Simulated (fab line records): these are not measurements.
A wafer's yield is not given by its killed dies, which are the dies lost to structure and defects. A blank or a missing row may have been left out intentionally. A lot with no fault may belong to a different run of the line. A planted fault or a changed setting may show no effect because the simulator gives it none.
The tool behind it: which one? -- flow sky130 -- 10 lots with 30 wafers sampled at 6 steps, on a route of 708 steps

WHAT THE GAUGES SHOWED, per wafer
SKY_SD_N_RS_MEAS_16: uses a four-point probe to measure. Usual: SD_N_RS gives 68.61 ohm/sq (standard deviation 0.11).
lot,measured,on,SD_N_RS (ohm/sq),flag
L624,day 27 20:20,film metro-01,68.83 68.57 68.86,
L625,day 28 18:01,film metro-02,68.63 68.49 68.65,
L632,day 31 02:31,film metro-03,68.72 68.72 68.64,
L631,day 31 06:50,film metro-03,68.68 68.67 68.74,
L633,day 31 09:31,film metro-02,68.78 68.80 68.81,
L642,day 34 09:40,film metro-03,68.53 68.45 68.42,
L643,day 34 13:50,film metro-02,68.71 68.60 68.72,
L644,day 34 18:32,film metro-02,68.48 68.63 68.58,
L645,day 35 06:17,film metro-02,68.73 68.82 68.70,
L646,day 35 10:20,film metro-03,68.42 68.64 68.74,

SKY_SD_N_RS_MEAS_18: uses a four-point probe to measure. Usual: RES_XHIGH_RS gives 333.7 ohm/sq (standard deviation 0.96).
lot,measured,on,RES_XHIGH_RS (ohm/sq),flag
L624,day 27 20:34,film metro-01,334.7 335.5 334.1,
L625,day 28 18:15,film metro-02,333.5 332.1 332.5,
L632,day 31 02:45,film metro-03,333.5 333.9 333.6,
L631,day 31 07:04,film metro-03,332.8 333.5 334.3,
L633,day 31 09:46,film metro-02,333.4 334.7 334.5,
L642,day 34 09:54,film metro-03,333.9 334.8 333.9,
L643,day 34 14:05,film metro-02,335.2 333.9 334.5,
L644,day 34 18:47,film metro-02,332.8 333.5 333.7,
L645,day 35 06:31,film metro-02,335.5 334.9 334.6,
L646,day 35 10:35,film metro-03,332.7 333.7 332.5,

SKY_VIA3_RS_MEAS_22: uses a four-point probe to measure. Usual: VIA3_W_RS gives 0.293 ohm/sq (standard deviation 0.0031).
lot,measured,on,VIA3_W_RS (ohm/sq),flag
L624,day 39 17:32,film metro-02,0.293 0.290 0.295,
L625,day 40 13:11,film metro-02,0.298 0.293 0.292,
L632,day 42 12:50,film metro-02,0.294 0.296 0.291,
L631,day 42 16:31,film metro-02,0.290 0.288 0.293,
L633,day 42 20:20,film metro-01,0.298 0.290 0.300,
L642,day 45 07:00,film metro-02,0.190 0.292 0.294,OFF
L643,day 45 09:07,film metro-02,0.188 0.187 0.294,OFF
L644,day 45 13:51,film metro-02,0.292 0.292 0.291,
L645,day 45 23:49,film metro-01,0.294 0.292 0.292,
L646,day 46 04:04,film metro-02,0.292 0.294 0.290,

SKY_VIA3_THK_MEAS_23: measures by xrf. Usual: VIA3_W_THK gives 396 nm (standard deviation 5.6).
lot,measured,on,VIA3_W_THK (nm),flag
L624,day 39 17:40,film metro-02,395 402 394,
L625,day 40 13:18,film metro-02,387 391 395,
L632,day 42 12:56,film metro-02,392 389 396,
L631,day 42 16:38,film metro-02,397 399 391,
L633,day 42 20:26,film metro-01,397 408 394,
L642,day 45 07:07,film metro-02,- 398 396,
L643,day 45 09:14,film metro-02,- - 395,
L644,day 45 13:58,film metro-02,398 398 402,
L645,day 45 23:56,film metro-01,398 400 405,
L646,day 46 04:11,film metro-02,394 394 397,

EACH LOT AND THE TOOL THAT RAN IT (in order: tool; ch and the chambers of the sampled wafers; start)
lot,SKY_SD_N_STRIP_11,SKY_VIA3_CVD_21
L624,"plasma asher-01 ch 0,1, day 27 19:56","cvd w-01 ch 0,1, day 39 17:25"
L625,"plasma asher-04 ch 0,1, day 28 17:38","cvd w-02 ch 0,1, day 40 13:03"
L632,"plasma asher-03 ch 1, day 31 02:06","cvd w-02 ch 1, day 42 12:41"
L631,"plasma asher-01 ch 1, day 31 06:25","cvd w-01 ch 1, day 42 16:23"
L633,"plasma asher-03 ch 0,1, day 31 09:05","cvd w-01 ch 0,1, day 42 20:13"
L642,"plasma asher-04 ch 0,1, day 34 09:16","cvd w-01 ch 0,1, day 45 06:52"
L643,"plasma asher-03 ch 0,1, day 34 13:28","cvd w-01 ch 0,1, day 45 08:59"
L644,"plasma asher-01 ch 1, day 34 18:09","cvd w-02 ch 0,1, day 45 13:44"
L645,"plasma asher-01 ch 0,1, day 35 05:52","cvd w-02 ch 0,1, day 45 23:40"
L646,"plasma asher-03 ch 0,1, day 35 09:57","cvd w-02 ch 0,1, day 46 03:57"
- SKY_SD_N_STRIP_11: strips in O2/N2.
- SKY_VIA3_CVD_21: deposits W, target thk 390 nm, time 117.31 s.

WHAT THE TOOLS THEMSELVES READ (means of the sampled wafers that have a number; where no wafer has one, the mark that the record gives instead)
SKY_SD_N_STRIP_11. Usual: drypump motor current A 5.4 A, standard deviation 0.37; n2 flow sccm 299.8 sccm, standard deviation 0.84; oes product au 0.527 a.u., standard deviation 0.0046; strip time to endpoint s 22.55 s, standard deviation 0.044.
lot,tool,drypump motor current A (A),n2 flow sccm (sccm),oes product au (a.u.),strip time to endpoint s (s),flag
L624,plasma asher-01,5.7,300.2,0.523,22.59,
L625,plasma asher-04,5.3,300.0,0.527,22.57,
L632,plasma asher-03,5.2,299.7,0.528,22.51,
L631,plasma asher-01,5.0,299.4,0.526,22.54,
L633,plasma asher-03,5.2,300.0,0.528,22.60,
L642,plasma asher-04,5.6,299.6,0.525,22.60,
L643,plasma asher-03,5.3,299.3,0.528,22.53,
L644,plasma asher-01,5.0,299.1,0.528,22.52,
L645,plasma asher-01,5.4,300.2,0.527,22.59,
L646,plasma asher-03,5.3,299.2,0.527,22.57,

SKY_VIA3_CVD_21. Usual: heater power w at 777 W, with a standard deviation of 57.
lot,tool,heater power w (W),flag
L624,cvd w-01,776,
L625,cvd w-02,762,
L632,cvd w-02,709,
L631,cvd w-01,841,
L633,cvd w-01,782,
L642,cvd w-01,787,
L643,cvd w-01,819,
L644,cvd w-02,773,
L645,cvd w-02,795,
L646,cvd w-02,781,

THE ANSWER, worked out from the rows above alone
Rule: a lot counts as off when the mean over its wafers that have a number is more than 3 standard deviations away from the usual mean. Also off: a lot with no number at a reading for which 4 or more lots have one. The other lots that the step has rows for count as sound. The gauges are gone through in route order, then the tools' own readings, and for those a lot's mean is taken as printed above. The first step at which some lot is off is used, and at that step the reading that is off furthest; a lot without a number counts as furthest.
Off: at SKY_VIA3_RS_MEAS_22 (VIA3_W_RS), L642, L643.
A tool fits if, at a process step before that reading, it ran every lot that is off, and no sound lot after the first of them. Gauges at SKY_VIA3_RS_MEAS_22: tried the same way as those tools. One fits: cvd w-01 at SKY_VIA3_CVD_21. Its last sound lot is L633 (day 42 20:13), its first lot that is off L642 (day 45 06:52): a fault that began between those two fits.

WHAT THE SIMULATOR PUT IN
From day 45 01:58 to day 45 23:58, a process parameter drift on cvd w-01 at SKY_VIA3_CVD_21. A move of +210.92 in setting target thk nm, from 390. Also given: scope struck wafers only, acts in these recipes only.
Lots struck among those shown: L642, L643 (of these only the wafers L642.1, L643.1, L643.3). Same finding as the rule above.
